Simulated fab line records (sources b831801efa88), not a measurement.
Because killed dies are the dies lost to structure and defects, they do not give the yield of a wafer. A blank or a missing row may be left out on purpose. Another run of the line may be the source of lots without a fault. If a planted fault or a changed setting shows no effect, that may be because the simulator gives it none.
fab line records + flow sky130
record:
- lots: 6
- wafers: 18
- last_day: 50
route steps=708 shown METAL1@446 VIA1@458 PAD_OPEN@708
lots with no fault: from the same line, run without faults
start_h: start of the lot's first displayed wafer, in hours after the record's first day + wait_h: hours since the lot's step before + " as in the row above + L1.1+2: one row covering several wafers at once + - no value present, or no start provided + * or withheld: withheld + < > ~ a bound
route shown NAME@n: names a module that has steps shown in the file, with the first one's number in the route + usual: mean/standard deviation of fault-free wafers + same: alike in all rows + chamber/n: place in a boat + sites: readings site by site + _std_site: their standard deviation + _edge_site: outer sites' mean less inner sites' + radius_mm: how far each site lies from the wafer's centre + mask NAME#n: copy n + behind: the most recent tool/chamber to have shaped the wafer + hold: cause of the lot's hold/its duration in hours/its outcome + device: names the non-switching transistor (n, p or np) + end of line: the same wafers' tests at the end of the route + a step with no rows: only its recipe + killed: the dies lost at the first sort to structure and to defects; this is not the yield of the wafer + map: dies across one wafer; x = killed, . = not, _ = none there
set.NAME: the setting the step ran with; set.NAME@STEP: the setting that earlier step ran with + model.NAME: the simulator's own value behind a step, which no gauge read
lots seen at some steps along the route; tables by step, rows by wafer
services: a tool's chamber out of use, with start hour (start_h, from the record's first day; less than 0 if before it), hours out, and reason
== steps ==
step: SKY_METAL1_EXPOSE_12
recipe:
- mask_id: MM1
- na: 0.8
- source_shape: annular
- sigma_inner: 0.55
- sigma_outer: 0.85
- target_cd_nm: 140
- dose_mj: 28
step: SKY_METAL1_PEB_13
recipe:
- peb_temp_c: withheld
- peb_time_s: withheld
- resist: KrF-thick
step: SKY_METAL1_DEVELOP_14
recipe:
- develop_time_s: 60
- resist: KrF-thick
- dev_temp_c: 21
step: SKY_METAL1_CD_MEAS_15
recipe:
- target_cd_nm: 140
usual:
- cd_nm: 139.7/1.5
| lot.wafer | tool      | chamber | start_h | wait_h | cd_nm |
|-----------|-----------|---------|---------|--------|-------|
| L521.1    | cd_sem-01 | -       | 760.86  | -      | 139.1 |
| L521.3    | "         | -       | "       | "      | 139.4 |
| L521.5    | "         | -       | "       | "      | 139.2 |
| L535.1    | cd_sem-01 | -       | 876.46  | -      | 138.7 |
| L535.2    | "         | -       | "       | "      | 141.3 |
| L535.6    | "         | -       | "       | "      | 140.9 |
| L536.1    | cd_sem-02 | -       | 882.94  | -      | 141.3 |
| L536.2    | "         | -       | "       | "      | 140.0 |
| L536.3    | "         | -       | "       | "      | 142.6 |
| L539.1    | cd_sem-01 | -       | 899.24  | -      | 143.1 |
| L539.4    | "         | -       | "       | "      | 141.8 |
| L539.6    | "         | -       | "       | "      | 143.1 |
| L543.1    | cd_sem-02 | -       | 930.26  | -      | 137.7 |
| L543.3    | "         | -       | "       | "      | 137.2 |
| L543.6    | "         | -       | "       | "      | 138.7 |
| L544.2    | cd_sem-01 | -       | 951.16  | -      | 137.0 |
| L544.5    | "         | -       | "       | "      | 137.3 |
| L544.6    | "         | -       | "       | "      | 137.4 |
step: SKY_METAL1_OVL_MEAS_16
usual:
- METAL1_OVL: 3/4.8
| lot.wafer | tool       | chamber | start_h | wait_h | METAL1_OVL[nm] |
|-----------|------------|---------|---------|--------|----------------|
| L521.1    | overlay-02 | -       | 760.98  | 0.1    | 2              |
| L521.3    | "          | -       | "       | "      | 5              |
| L521.5    | "          | -       | "       | "      | -2             |
| L535.1    | overlay-01 | -       | 876.58  | 0.1    | -3             |
| L535.2    | "          | -       | "       | "      | -1             |
| L535.6    | "          | -       | "       | "      | 3              |
| L536.1    | overlay-02 | -       | 883.06  | 0.1    | 9              |
| L536.2    | "          | -       | "       | "      | 5              |
| L536.3    | "          | -       | "       | "      | 9              |
| L539.1    | overlay-02 | -       | 899.36  | 0.1    | -2             |
| L539.4    | "          | -       | "       | "      | -2             |
| L539.6    | "          | -       | "       | "      | 0              |
| L543.1    | overlay-02 | -       | 930.38  | 0.1    | 6              |
| L543.3    | "          | -       | "       | "      | 5              |
| L543.6    | "          | -       | "       | "      | 7              |
| L544.2    | overlay-02 | -       | 951.26  | 0.1    | 3              |
| L544.5    | "          | -       | "       | "      | 6              |
| L544.6    | "          | -       | "       | "      | 3              |
step: SKY_METAL1_DESCUM_17
recipe:
- chemistry: O2
- source_power_w: 150
- bias_power_w: 0
- pressure_mtorr: 10
- temp_c: 40
- time_s: 8
usual:
- drypump_motor_current_A: 5.9/0.43
- oes_product_au: 0.998/0.011
same:
- bias_power_w: 0
| lot.wafer | tool         | chamber | start_h | wait_h | drypump_motor_current_A | oes_product_au | rf_hours_counter_h |
|-----------|--------------|---------|---------|--------|-------------------------|----------------|--------------------|
| L521.1    | rie_metal-04 | 0       | 761.01  | 0.0    | 5.7                     | 0.992          | 6                  |
| L521.3    | "            | 0       | "       | "      | 5.8                     | 0.991          | -                  |
| L521.5    | "            | 0       | "       | "      | 5.7                     | 0.994          | -                  |
| L535.1    | rie_metal-04 | 1       | 876.62  | 0.0    | 5.1                     | 1.017          | 5                  |
| L535.2    | "            | 0       | "       | "      | 5.7                     | 0.997          | 11                 |
| L535.6    | "            | 0       | "       | "      | 5.7                     | 0.990          | -                  |
| L536.1    | rie_metal-02 | 0       | 883.09  | 0.0    | 6.0                     | 1.008          | 11                 |
| L536.2    | "            | 1       | "       | "      | 5.7                     | 1.007          | 1                  |
| L536.3    | "            | 1       | "       | "      | 5.7                     | 1.007          | -                  |
| L539.1    | rie_metal-01 | 0       | 899.39  | 0.0    | 6.2                     | 0.989          | 15                 |
| L539.4    | "            | 0       | "       | "      | 6.2                     | 0.989          | -                  |
| L539.6    | "            | 0       | "       | "      | 6.2                     | 0.996          | -                  |
| L543.1    | rie_metal-04 | 1       | 930.41  | 0.0    | 5.1                     | 1.004          | 7                  |
| L543.3    | "            | 1       | "       | "      | 5.1                     | 1.009          | -                  |
| L543.6    | "            | 0       | "       | "      | 5.7                     | 0.998          | -                  |
| L544.2    | rie_metal-02 | 1       | 951.29  | 0.0    | 5.7                     | 1.016          | 3                  |
| L544.5    | "            | 0       | "       | "      | 6.0                     | 1.000          | -                  |
| L544.6    | "            | 1       | "       | "      | 5.7                     | 1.019          | -                  |
step: SKY_METAL1_ETCH_18
recipe:
- chemistry: N2/H2
- target: BARC
- ion_energy_ev: 200
- bias_w: 100
- pressure_mtorr: 30
- n2_flow_sccm: 100
- h2_flow_sccm: 200
- icp_w: 500
- stop_on: SiO2
- time_s: 45.9
- target_depth_a: 600
usual:
- drypump_motor_current_A: 5.9/0.43
- oes_product_au: 0.854/0.0046
- throttle_valve_pct: 13.224/0.0085
| lot.wafer | tool         | chamber | start_h | wait_h | drypump_motor_current_A | oes_product_au | rf_hours_counter_h | throttle_valve_pct |
|-----------|--------------|---------|---------|--------|-------------------------|----------------|--------------------|--------------------|
| L521.1    | rie_metal-04 | 0       | 761.08  | 0.1    | 5.7                     | 0.853          | 6                  | 13.239             |
| L521.3    | "            | 0       | "       | "      | 5.8                     | 0.849          | -                  | 13.230             |
| L521.5    | "            | 0       | "       | "      | 5.8                     | 0.856          | -                  | 13.233             |
| L535.1    | rie_metal-04 | 1       | 876.65  | 0.0    | 5.1                     | 0.852          | 5                  | 13.234             |
| L535.2    | "            | 0       | "       | "      | 5.7                     | 0.859          | 11                 | 13.219             |
| L535.6    | "            | 0       | "       | "      | 5.7                     | 0.857          | -                  | 13.235             |
| L536.1    | rie_metal-02 | 0       | 883.12  | 0.0    | 6.1                     | 0.856          | 11                 | 13.229             |
| L536.2    | "            | 1       | "       | "      | 5.7                     | 0.849          | 1                  | 13.214             |
| L536.3    | "            | 1       | "       | "      | 5.7                     | 0.852          | -                  | 13.208             |
| L539.1    | rie_metal-01 | 0       | 899.42  | 0.0    | 6.2                     | 0.856          | 15                 | 13.217             |
| L539.4    | "            | 0       | "       | "      | 6.2                     | 0.842          | -                  | 13.206             |
| L539.6    | "            | 0       | "       | "      | 6.2                     | 0.846          | -                  | 13.230             |
| L543.1    | rie_metal-04 | 1       | 930.44  | 0.0    | 5.1                     | 0.853          | 7                  | 13.236             |
| L543.3    | "            | 1       | "       | "      | 5.1                     | 0.850          | -                  | 13.230             |
| L543.6    | "            | 0       | "       | "      | 5.7                     | 0.860          | -                  | 13.221             |
| L544.2    | rie_metal-02 | 1       | 951.32  | 0.0    | 5.7                     | 0.850          | 3                  | 13.228             |
| L544.5    | "            | 0       | "       | "      | 6.1                     | 0.853          | -                  | 13.227             |
| L544.6    | "            | 1       | "       | "      | 5.7                     | 0.839          | -                  | 13.207             |
step: SKY_METAL1_METAL_ETCH_19
recipe:
- target_depth_a: 3600
- stop_on: SiO2
- over_etch_frac: 0.3
- time_s: 78
- chemistry: Cl2/BCl3
- resist_sidewall_deg: 88
- pressure_mtorr: 10
- icp_w: 900
- bias_w: 48.5
- Cl2_flow_sccm: 60
- bcl3_flow_sccm: 30
usual:
- drypump_motor_current_A: 5.9/0.43
- oes_product_au: 0.855/0.0057
- throttle_valve_pct: 22.264/0.009
| lot.wafer | tool         | chamber | start_h | wait_h | drypump_motor_current_A | oes_product_au | rf_hours_counter_h | throttle_valve_pct |
|-----------|--------------|---------|---------|--------|-------------------------|----------------|--------------------|--------------------|
| L521.1    | rie_metal-04 | 0       | 761.20  | 0.1    | 5.8                     | 0.850          | 6                  | 22.250             |
| L521.3    | "            | 0       | "       | "      | 5.7                     | 0.859          | -                  | 22.256             |
| L521.5    | "            | 0       | "       | "      | 5.7                     | 0.856          | -                  | 22.258             |
| L535.1    | rie_metal-04 | 1       | 876.71  | 0.0    | 5.1                     | 0.855          | 5                  | 22.259             |
| L535.2    | "            | 0       | "       | "      | 5.7                     | 0.845          | 11                 | 22.274             |
| L535.6    | "            | 0       | "       | "      | 5.7                     | 0.857          | -                  | 22.246             |
| L536.1    | rie_metal-02 | 0       | 883.19  | 0.0    | 6.0                     | 0.847          | 11                 | 22.255             |
| L536.2    | "            | 1       | "       | "      | 5.7                     | 0.853          | 1                  | 22.266             |
| L536.3    | "            | 1       | "       | "      | 5.7                     | 0.862          | -                  | 22.258             |
| L539.1    | rie_metal-01 | 0       | 899.49  | 0.0    | 6.2                     | 0.860          | 15                 | 22.267             |
| L539.4    | "            | 0       | "       | "      | 6.2                     | 0.861          | -                  | 22.270             |
| L539.6    | "            | 0       | "       | "      | 6.2                     | 0.854          | -                  | 22.273             |
| L543.1    | rie_metal-04 | 1       | 930.51  | 0.0    | 5.1                     | 0.856          | 7                  | 22.264             |
| L543.3    | "            | 1       | "       | "      | 5.1                     | 0.852          | -                  | 22.250             |
| L543.6    | "            | 0       | "       | "      | 5.8                     | 0.861          | -                  | 22.257             |
| L544.2    | rie_metal-02 | 1       | 951.39  | 0.0    | 5.7                     | 0.851          | 3                  | 22.263             |
| L544.5    | "            | 0       | "       | "      | 6.1                     | 0.861          | -                  | 22.260             |
| L544.6    | "            | 1       | "       | "      | 5.7                     | 0.855          | -                  | 22.258             |
step: SKY_METAL1_STRIP_20
recipe:
- chemistry: O2/N2
- power_w: 1400
- pressure_mtorr: 1500
- platen_temp_c: withheld
- o2_flow_sccm: 3000
- n2_flow_sccm: 300
- overash_fraction: 0.5
usual:
- drypump_motor_current_A: 5.8/0.43
- oes_product_au: 0.343/0.0051
- strip_time_to_endpoint_s: 2.70/0.055
| lot.wafer | tool            | chamber | start_h | wait_h | drypump_motor_current_A | oes_product_au | rf_hours_counter_h | strip_time_to_endpoint_s |
|-----------|-----------------|---------|---------|--------|-------------------------|----------------|--------------------|--------------------------|
| L521.1    | plasma_asher-01 | 0       | 761.38  | 0.1    | 6.1                     | 0.337          | 68                 | 2.80                     |
| L521.3    | "               | 1       | "       | "      | 5.1                     | 0.352          | -                  | 2.78                     |
| L521.5    | "               | 1       | "       | "      | 5.1                     | 0.346          | -                  | 2.79                     |
| L535.1    | plasma_asher-03 | 0       | 876.80  | 0.1    | 5.4                     | 0.341          | 12                 | 2.66                     |
| L535.2    | "               | 1       | "       | "      | 6.1                     | 0.341          | 12                 | 2.74                     |
| L535.6    | "               | 0       | "       | "      | 5.4                     | 0.347          | -                  | 2.72                     |
| L536.1    | plasma_asher-03 | 1       | 883.28  | 0.1    | 6.1                     | 0.348          | 13                 | 2.67                     |
| L536.2    | "               | 0       | "       | "      | 5.4                     | 0.345          | 13                 | 2.65                     |
| L536.3    | "               | 0       | "       | "      | 5.4                     | 0.342          | -                  | 2.64                     |
| L539.1    | plasma_asher-03 | 1       | 899.58  | 0.1    | 6.2                     | 0.338          | 15                 | 2.71                     |
| L539.4    | "               | 1       | "       | "      | 6.1                     | 0.344          | -                  | 2.74                     |
| L539.6    | "               | 1       | "       | "      | 6.1                     | 0.342          | -                  | 2.72                     |
| L543.1    | plasma_asher-02 | 0       | 930.60  | 0.1    | 5.5                     | 0.336          | 108                | 2.66                     |
| L543.3    | "               | 1       | "       | "      | 6.2                     | 0.337          | -                  | 2.64                     |
| L543.6    | "               | 0       | "       | "      | 5.6                     | 0.343          | -                  | 2.70                     |
| L544.2    | plasma_asher-03 | 0       | 951.48  | 0.1    | 5.4                     | 0.340          | 20                 | 2.59                     |
| L544.5    | "               | 1       | "       | "      | 6.1                     | 0.341          | -                  | 2.67                     |
| L544.6    | "               | 0       | "       | "      | 5.4                     | 0.333          | -                  | 2.59                     |
step: SKY_METAL1_STRIP_21
recipe:
- chemistry: post_etch_residue_remover
- time_s: 1200
- temp_c: 72.5
step: SKY_METAL1_CLEAN_22
recipe:
- chemistry: IPA
- time_s: 180
- temp_c: 25
step: SKY_METAL1_CLEAN_23
recipe:
- chemistry: O3/DIW
- dry: n2_spin
step: SKY_VIA1_HDPCVD_00
recipe:
- material: SiO2
- target_thk_nm: 1030
- sigma_open_frac: 0.3
- time_s: 171.7
- temp_c: 400
- sih4_flow_sccm: 60
- pressure_mtorr: 6
usual:
- pressure_mtorr: 6.002/0.012
- run_length_s: 199.0/0.56
- susceptor_temp_C: 399.98/0.21
| lot.wafer | tool      | chamber | start_h | wait_h | pressure_mtorr | run_length_s | susceptor_temp_C |
|-----------|-----------|---------|---------|--------|----------------|--------------|------------------|
| L521.1    | hdpcvd-01 | 2       | 762.02  | 0.0    | 5.993          | 200.1        | 399.91           |
| L521.3    | "         | 1       | "       | "      | 5.989          | 198.3        | 400.01           |
| L521.5    | "         | 2       | "       | "      | 6.013          | 199.2        | 400.02           |
| L535.1    | hdpcvd-01 | 0       | 877.51  | 0.0    | -              | -            | -                |
| L535.2    | "         | 2       | "       | "      | -              | -            | -                |
| L535.6    | "         | 0       | "       | "      | -              | -            | -                |
| L536.1    | hdpcvd-02 | 1       | 883.93  | 0.0    | -              | -            | -                |
| L536.2    | "         | 0       | "       | "      | -              | -            | -                |
| L536.3    | "         | 2       | "       | "      | -              | -            | -                |
| L539.1    | hdpcvd-01 | 2       | 900.24  | 0.0    | 6.026          | 199.2        | 400.23           |
| L539.4    | "         | 1       | "       | "      | 5.999          | 198.9        | 399.86           |
| L539.6    | "         | 0       | "       | "      | 6.015          | 199.0        | 399.59           |
| L543.1    | hdpcvd-02 | 2       | 931.23  | 0.0    | 6.018          | 199.0        | 399.83           |
| L543.3    | "         | 0       | "       | "      | 6.003          | 199.8        | 399.93           |
| L543.6    | "         | 1       | "       | "      | 6.005          | 198.8        | 399.99           |
| L544.2    | hdpcvd-01 | 1       | 952.07  | 0.0    | 6.019          | 198.4        | 400.09           |
| L544.5    | "         | 0       | "       | "      | 5.996          | 198.5        | 399.99           |
| L544.6    | "         | 2       | "       | "      | 6.021          | 199.8        | 400.10           |
step: SKY_PAD_OPEN_PROBE_99
usual:
- defect_limited_yield: 82.5/1.8
- killed_at_M0_to_M3: 43/6.5
- killed_at_M4_up: 3/1.7
- killed_at_contacts: 25/5.1
- killed_at_front_end: 15/3.8
- killed_at_other: 0.2/0.45
- killed_dies: 86/8.8
- killed_open: 47/6.7
- killed_short: 39/6
- sort_bin_3_pad_short: 0.9/0.46
- sort_bin_5_function: 10.2/1.4
- sort_bin_6_memory: 6.4/1
- sort_n_pass: 406/8.8
- sort_yield_pct: 82.5/1.8
same:
- gross_dies: 492
- killed_at_back_side: 0
- sort_bin_4_leakage[%]: 0
- sort_bin_8_speed[%]: 0
| lot.wafer | tool      | chamber | start_h | wait_h | defect_limited_yield[%] | killed_at_M0_to_M3 | killed_at_M4_up | killed_at_contacts | killed_at_front_end | killed_at_other | killed_dies | killed_open | killed_short | sort_bin_3_pad_short[%] | sort_bin_5_function[%] | sort_bin_6_memory[%] | sort_n_pass | sort_yield_pct[%] |
|-----------|-----------|---------|---------|--------|-------------------------|--------------------|-----------------|--------------------|---------------------|-----------------|-------------|-------------|--------------|-------------------------|------------------------|----------------------|-------------|-------------------|
| L521.1    | prober-02 | -       | 1074.43 | 0.1    | 79.5                    | 48                 | 3               | 31                 | 19                  | 0               | 101         | 47          | 54           | 1.8                     | 12.2                   | 6.5                  | 391         | 79.5              |
| L521.3    | prober-02 | -       | 1074.53 | 0.2    | 85.4                    | 31                 | 2               | 24                 | 15                  | 0               | 72          | 35          | 37           | 0.4                     | 8.3                    | 5.9                  | 420         | 85.4              |
| L521.5    | prober-02 | -       | 1074.63 | 0.2    | 85.6                    | 32                 | 1               | 21                 | 17                  | 0               | 71          | 35          | 36           | 0.6                     | 8.5                    | 5.3                  | 421         | 85.6              |
| L539.1    | prober-01 | -       | 1177.07 | 0.1    | 83.9                    | 37                 | 2               | 19                 | 20                  | 1               | 79          | 41          | 38           | 0.6                     | 10.4                   | 5.1                  | 413         | 83.9              |
| L539.4    | prober-01 | -       | 1177.22 | 0.2    | 85.0                    | 42                 | 3               | 19                 | 10                  | 0               | 74          | 39          | 35           | 0.6                     | 8.3                    | 6.1                  | 418         | 85.0              |
| L539.6    | prober-01 | -       | 1177.32 | 0.2    | 81.9                    | 44                 | 3               | 24                 | 17                  | 1               | 89          | 48          | 41           | 0.6                     | 10.0                   | 7.5                  | 403         | 81.9              |
| L544.2    | prober-01 | -       | 1208.27 | 0.1    | 84.8                    | 30                 | 4               | 26                 | 15                  | 0               | 75          | 40          | 35           | 0.4                     | 9.6                    | 5.3                  | 417         | 84.8              |
| L544.5    | prober-01 | -       | 1208.42 | 0.2    | 85.0                    | 37                 | 1               | 20                 | 15                  | 1               | 74          | 44          | 30           | 0.8                     | 9.3                    | 4.9                  | 418         | 85.0              |
| L544.6    | prober-01 | -       | 1208.47 | 0.2    | 83.3                    | 43                 | 0               | 27                 | 12                  | 0               | 82          | 50          | 32           | 0.2                     | 10.2                   | 6.3                  | 410         | 83.3              |
killed by level:class
L521.1 LI_CONTACT:geometric_particle:open=9 CONTACT:geometric_particle:open=8 VIA1:geometric_particle:open=8 VIA2:geometric_particle:open=8 VIA1:geometric_particle:short=7 METAL2:geometric_particle:short=7 METAL1:geometric_particle:short=6 CONTACT:geometric_particle:short=6
L521.3 CONTACT:geometric_particle:open=8 METAL1:geometric_particle:short=8 LI_CONTACT:geometric_particle:open=7 CONTACT:geometric_particle:short=5 VIA1:geometric_particle:open=5 FIELD_ISO:geometric_particle:short=4 POLY_GATE:geometric_particle:short=4 VIA1:geometric_particle:short=3
L521.5 VIA2:geometric_particle:open=10 POLY_GATE:geometric_particle:short=7 CONTACT:geometric_particle:open=7 FIELD_ISO:geometric_particle:short=6 LI_CONTACT:geometric_particle:open=6 METAL2:geometric_particle:short=5 VIA1:geometric_particle:open=5 LOCAL_INTERCONNECT:geometric_particle:short=4
L539.1 CONTACT:geometric_particle:open=9 VIA3:geometric_particle:open=7 POLY_GATE:geometric_particle:open=7 VIA1:geometric_particle:open=5 METAL2:geometric_particle:short=4 VIA1:geometric_particle:short=4 VIA2:geometric_particle:short=4 VIA3:geometric_particle:short=4
L539.4 VIA1:geometric_particle:open=10 CONTACT:geometric_particle:open=10 VIA3:geometric_particle:open=7 VIA1:geometric_particle:short=6 METAL2:geometric_particle:short=6 POLY_GATE:geometric_particle:short=5 VIA2:geometric_particle:open=4 METAL3:geometric_particle:short=4
L539.6 VIA1:geometric_particle:open=10 VIA2:geometric_particle:open=10 LI_CONTACT:geometric_particle:open=9 CONTACT:geometric_particle:open=9 POLY_GATE:geometric_particle:short=7 METAL2:geometric_particle:short=7 CONTACT:geometric_particle:short=4 VIA1:geometric_particle:short=4
L544.2 CONTACT:geometric_particle:open=11 VIA3:geometric_particle:open=6 VIA1:geometric_particle:short=5 FIELD_ISO:geometric_particle:open=4 LOCAL_INTERCONNECT:geometric_particle:short=4 CONTACT:geometric_particle:short=4 VIA1:geometric_particle:open=4 VIA2:geometric_particle:open=4
L544.5 VIA1:geometric_particle:open=11 CONTACT:geometric_particle:open=9 POLY_GATE:geometric_particle:open=8 VIA3:geometric_particle:open=6 CONTACT:geometric_particle:short=5 METAL3:geometric_particle:short=5 METAL2:geometric_particle:short=4 FIELD_ISO:geometric_particle:short=3
L544.6 VIA1:geometric_particle:open=10 VIA3:geometric_particle:open=8 LI_CONTACT:geometric_particle:open=7 CONTACT:geometric_particle:open=6 VIA2:geometric_particle:open=6 FIELD_ISO:geometric_particle:short=5 FIELD_ISO:geometric_particle:open=5 LI_CONTACT:geometric_particle:short=5
== services ==
| tool            | chamber | start_h | hours | kind           |
|-----------------|---------|---------|-------|----------------|
| rie_metal-04    | 1       | 755.16  | -     | clean          |
| rie_metal-04    | 1       | 755.16  | 16.0  | scheduled_down |
| rie_metal-04    | 1       | 755.16  | 16.0  | vent_cycle     |
| rie_metal-02    | -       | 773.84  | 28.1  | pm             |
| rie_metal-04    | 1       | 788.64  | 4.6   | repair         |
| plasma_asher-03 | -       | 789.10  | 14.6  | pm             |
| rie_metal-01    | 0       | 792.72  | 1.0   | repair         |
| hdpcvd-02       | 0       | 794.24  | 6.1   | repair         |
| plasma_asher-01 | -       | 806.90  | 3.8   | repair         |
| hdpcvd-01       | 2       | 816.12  | 8.1   | repair         |
| rie_metal-01    | 1       | 818.78  | 4.2   | repair         |
| hdpcvd-02       | 1       | 826.56  | 9.7   | repair         |
| plasma_asher-01 | -       | 827.13  | 2.8   | pm             |
| rie_metal-02    | 1       | 831.13  | -     | clean          |
| rie_metal-02    | 1       | 831.13  | 19.0  | scheduled_down |
| hdpcvd-01       | 1       | 842.77  | 21.3  | repair         |
| plasma_asher-03 | -       | 845.49  | 1.2   | repair         |
| hdpcvd-01       | 2       | 849.69  | 4.6   | repair         |
| plasma_asher-02 | -       | 868.54  | 19.5  | repair         |
| hdpcvd-02       | -       | 891.84  | 1.9   | repair         |
| rie_metal-02    | 1       | 923.38  | 7.8   | repair         |
| rie_metal-02    | 1       | 942.95  | 4.0   | repair         |
| hdpcvd-02       | -       | 950.25  | 15.0  | pm             |
| plasma_asher-03 | -       | 951.72  | 15.6  | pm             |
== key ==
first_sign:
- step: SKY_VIA1_HDPCVD_00
- reading: tool_record
- direction: missing
effect none on later readings
met_at SKY_VIA1_HDPCVD_00
struck_wafers L535.1,L535.2,L535.6,L536.1,L536.2,L536.3
scrapped_behind SKY_VIA1_THK_MEAS_01 L535.1,L535.2,L535.6,L536.1,L536.2,L536.3
onset_between 762.02 877.51
fault:
- kind: skipped_step_whole
- tool: hdpcvd-01,hdpcvd-02
- chamber: -
- onset_h: 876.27
- steps: SKY_VIA1_HDPCVD_00
- scope: struck_lots_only
